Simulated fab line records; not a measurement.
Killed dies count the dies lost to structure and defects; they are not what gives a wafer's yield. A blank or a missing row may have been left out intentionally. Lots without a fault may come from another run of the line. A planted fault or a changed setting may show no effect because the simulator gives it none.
Struck lot and sound lot, side by side    flow sky130    15 out of 708 route steps
Sound: these wafers, L222.1, L222.2, L222.3. Struck: wafers L232.1, L232.5. (L232.4 of the same lot was not struck and is left out.) The cause comes at the end.
Per side, at each step with rows, come the tool, then ch with its chambers, and then its first start. Under that, the readings that differ: sound wafers    struck wafers    difference of the means    sigmas: that difference in standard deviations of wafers without a fault.
alike: readings with means less than 2 such deviations apart, plus words and numbers identical on both sides. not compared: withheld readings, readings lacking a value on some wafer, bounds such as >300 that could conceal the same value, and numbers that have no deviation in the record and whose values overlap.
A row with sigmas, a row that says differs or no value, or rows on one side alone: a step with any of these is where the two part. Numbers that don't overlap but have no deviation are shown without sigmas and don't part them. A reading missing from all wafers of one side parts the sides only when that side holds two or more wafers.

first, 8 steps without rows for these wafers: SKY_FIELD_ISO_DEHYDRATE_05 (time 60 s); SKY_FIELD_ISO_HMDS_06 (prime time 60 s); SKY_FIELD_ISO_COAT_07 (resist thk 60 nm); SKY_FIELD_ISO_COAT_08 (resist thk 450 nm); SKY_FIELD_ISO_SOFTBAKE_09 (time 90 s); SKY_FIELD_ISO_EXPOSE_10 (exposes mask FOM, target cd 150 nm); SKY_FIELD_ISO_PEB_11; SKY_FIELD_ISO_DEVELOP_12 (develop time 60 s).
SKY_FIELD_ISO_CD_MEAS_13: the cd target is 150 nm.
  sound on cdSem-01 at day 2 07:01; struck on cdSem-01 at day 4 08:42
  alike: cdNm
SKY_FIELD_ISO_ETCH_14: etches BARC in N2/H2, stops on SiO2, time 45.9 s, target depth 60 nm.
  sound on rieDiel-01 ch 0,1,2, day 2 07:08; struck on rieDiel-01 ch 0, day 4 08:49
  alike: drypumpMotorCurrentA, oesProductAu, rfFwdPowerW, throttleValvePct
  not compared: rfHoursCounterH
SKY_FIELD_ISO_ETCH_15: etches the open film in CHF3/O2, stops on Si, target depth 180 nm, time 72 s.
  sound on rieDiel-01 ch 0,1,2, day 2 07:11; struck on rieDiel-01 ch 0, day 4 08:52
reading              sound              struck       difference  sigmas
O2_flow_sccm (sccm)  4.996 4.996 5.017  5.039 5.028  +0.030      +2
  alike: drypumpMotorCurrentA, oesProductAu, rfFwdPowerW, throttleValvePct
  not compared: rfHoursCounterH
SKY_FIELD_ISO_STRIP_16: strips in O2/N2.
  sound on plasmaAsher-03 ch 0,1, day 2 07:14; struck on plasmaAsher-03 ch 0,1, day 4 08:55
  alike: drypumpMotorCurrentA, oesProductAu, stripTimeToEndpointS
  not compared: rfHoursCounterH
SKY_FIELD_ISO_ETCH_17: etches Si in HBr/Cl2/O2, target depth 342 nm, time 97.7 s.
  sound on rieSi-02 ch 2,3, day 2 07:20; struck on rieSi-02 ch 2, day 4 09:01
reading                              sound                 struck         difference  sigmas
oesProductAu (a.u.)                  0.999 1.007 0.996     1.056 1.047    +0.051      +7
rfFwdPowerW (W)                      598.8 599.4 600.9     693.0 695.5    +94.6       +38
throttleValvePct (%)                 25.661 25.657 25.654  25.611 25.620  -0.042      -5
model.FIELD_ISO.featureDepthNm (nm)  343.7 343.8 345       371.8 367.2    +25.3       
model.etch.depthNm (nm)              343.7 343.8 345       371.8 367.2    +25.3       
  alike: O2_flow_sccm, drypumpMotorCurrentA, heBacksideLeakSccm
  not compared: rfHoursCounterH
then, 1 step without rows for these wafers: SKY_FIELD_ISO_WET_ETCH_18 (etches Si3N4 in H3PO4, target depth 25 nm, time 286 s).
-- here the record skips 44 days between the struck wafers' starts before and after, leaving off in module FIELD_ISO and picking up in module PAD_OPEN (first step shown: number 708 of the route) --
SKY_PAD_OPEN_PROBE_99:
  sound on prober-01 at day 45 17:43; struck on prober-02 at day 48 05:28
reading                                sound                          struck               difference  sigmas
model.etest.res_p_drift_20v.lineOhmUm  1.067e+04 1.047e+04 1.074e+04  1.448e+04 1.382e+04  +3.523e+03  
model.etest.res_p_drift_20v.rsOhmSq    9007 8802 8912                 1.2e+04 1.149e+04    +2.8e+03    
model.etest.pfet_16v.rOnOhmUm          1.53e+04 1.505e+04 1.516e+04   1.716e+04 1.677e+04  +1.795e+03  
model.etest.resIsoPwell.rsOhmSq        3028 2945 3010                 4635 4360            +1503       
model.etest.resIsoPwell.lineOhmUm      1140 1109 1121                 1744 1662            +580        
model.etest.resNwell.rsOhmSq           990.1 978.5 994.7              1063 1030            +59         
model.etest.resNwell.lineOhmUm         1194 1195 1193                 1240 1208            +30         
model.etest.pfet_16v.driveUaUm         238.5 240.8 240.8              215.4 225.1          -19.8       
  alike: killed_at_M0_to_M3, killed_at_M4_up, killedAtContacts, killedAtFrontEnd, killedAtOther, killedDies, killedOpen, killedShort

WHERE THEY PART
At SKY_FIELD_ISO_ETCH_15 first; at SKY_FIELD_ISO_ETCH_17 last (within this record only). Later steps at which nothing parts them and some readings are alike: SKY_PAD_OPEN_PROBE_99.

WHY: whatever the simulator had introduced
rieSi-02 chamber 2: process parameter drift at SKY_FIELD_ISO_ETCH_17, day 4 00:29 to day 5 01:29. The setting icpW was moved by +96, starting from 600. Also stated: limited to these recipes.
